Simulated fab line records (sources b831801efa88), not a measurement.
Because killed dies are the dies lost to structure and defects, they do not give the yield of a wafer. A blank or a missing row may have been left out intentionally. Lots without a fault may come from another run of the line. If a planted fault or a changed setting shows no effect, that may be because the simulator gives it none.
Tool commonality check	flow sky130	Sampled: 13 lots, 39 wafers

WHY IT WAS OPENED
At SKY_VT_ADJUST_HVTP_TW_MEAS_11 the reading VT_ADJUST_HVTP_TW is flagged on 1 of 13 lots. No-fault wafers: 1354, standard deviation 16.
Rule: flag the lot when none of its wafers has a number, or when each of its wafers that has one lies beyond 4 standard deviations from that mean. As for the other lots, they are considered sound.

lot	measured	on	VT_ADJUST_HVTP_TW, wafer by wafer	flag
L429	day 6 08:04	film-metro-02	1341 1337 1345	
L431	day 6 20:22	film-metro-01	1385 1389 1386	
L432	day 7 14:08	film-metro-01	1381 1381 1375	
L433	day 7 16:17	film-metro-02	1346 1346 1349	
L437	day 8 13:58	film-metro-01	31 31 31	FLAGGED
L439	day 8 23:32	film-metro-04	1357 1351 1350	
L444	day 10 03:32	film-metro-04	1350 1337 1340	
L446	day 10 16:04	film-metro-04	1343 1344 1344	
L448	day 11 06:23	film-metro-04	1350 1346 1340	
L447	day 11 07:13	film-metro-01	1387 1384 1382	
L449	day 11 23:32	film-metro-04	1351 1351 1345	
L450	day 12 02:44	film-metro-02	1347 1346 1338	
L451	day 12 03:23	film-metro-02	1344 1347 1345	
On average the flagged lots' numbers are 31, which is -1323 against the usual, or -83 standard deviations.

WHICH TOOL EACH LOT WENT THROUGH
The record keeps 1 process step preceding the reading, out of 708 steps on the route. Each cell gives the tool, then ch followed by the chambers the sampled wafers passed through, then the start.
lot	flag	SKY_VT_ADJUST_HVTP_EXPOSE_04
L429		iline-stepper-01 ch 0, day 5 22:47
L431		iline-stepper-01 ch 0, day 6 09:59
L432		iline-stepper-02 ch 0, day 7 04:02
L433		iline-stepper-02 ch 0, day 7 06:28
L437	FLAGGED	iline-stepper-02 ch 0, day 8 03:43
L439		iline-stepper-02 ch 0, day 8 12:49
L444		iline-stepper-02 ch 0, day 9 16:13
L446		iline-stepper-02 ch 0, day 10 04:53
L448		iline-stepper-01 ch 0, day 10 18:55
L447		iline-stepper-01 ch 0, day 10 19:23
L449		iline-stepper-01 ch 0, day 11 10:45
L450		iline-stepper-01 ch 0, day 11 14:19
L451		iline-stepper-02 ch 0, day 11 15:36
What the steps here do:
- SKY_VT_ADJUST_HVTP_EXPOSE_04: exposes mask HVTPM, target cd 380 nm.
- SKY_VT_ADJUST_HVTP_TW_MEAS_11

FLAGGED AGAINST TOTAL, ONE TOOL AT A TIME (gauges that did the reading follow at the end)
step	tool	lots run	flagged	share of the flagged lots	sound lots run after its first flagged lot
SKY_VT_ADJUST_HVTP_EXPOSE_04	iline-stepper-01	6	0	none	-
SKY_VT_ADJUST_HVTP_EXPOSE_04	iline-stepper-02	7	1	all	4 (L439,L444,L446,L451)
SKY_VT_ADJUST_HVTP_TW_MEAS_11	film-metro-01	4	1	all	1 (L447)
SKY_VT_ADJUST_HVTP_TW_MEAS_11	film-metro-02	4	0	none	-
SKY_VT_ADJUST_HVTP_TW_MEAS_11	film-metro-04	5	0	none	-

WHAT THE TABLE ALLOWS
Table rows that saw every flagged lot: 2, namely iline-stepper-02 at SKY_VT_ADJUST_HVTP_EXPOSE_04 and film-metro-01 at SKY_VT_ADJUST_HVTP_TW_MEAS_11.
- iline-stepper-02 at SKY_VT_ADJUST_HVTP_EXPOSE_04 ran 7 lots, 1 of them flagged. After the first flagged lot (L439, L444, L446, L451), sound lots still ran on it; a lasting fault on the whole tool would not permit that.
- film-metro-01 at SKY_VT_ADJUST_HVTP_TW_MEAS_11 ran 4 lots, 1 of them flagged. After the first flagged lot (L447), sound lots still ran on it; a lasting fault on the whole tool would not permit that.
Not one row of the table ran every flagged lot while running no sound lot after the first.

WHAT THE SIMULATOR HAD INSERTED
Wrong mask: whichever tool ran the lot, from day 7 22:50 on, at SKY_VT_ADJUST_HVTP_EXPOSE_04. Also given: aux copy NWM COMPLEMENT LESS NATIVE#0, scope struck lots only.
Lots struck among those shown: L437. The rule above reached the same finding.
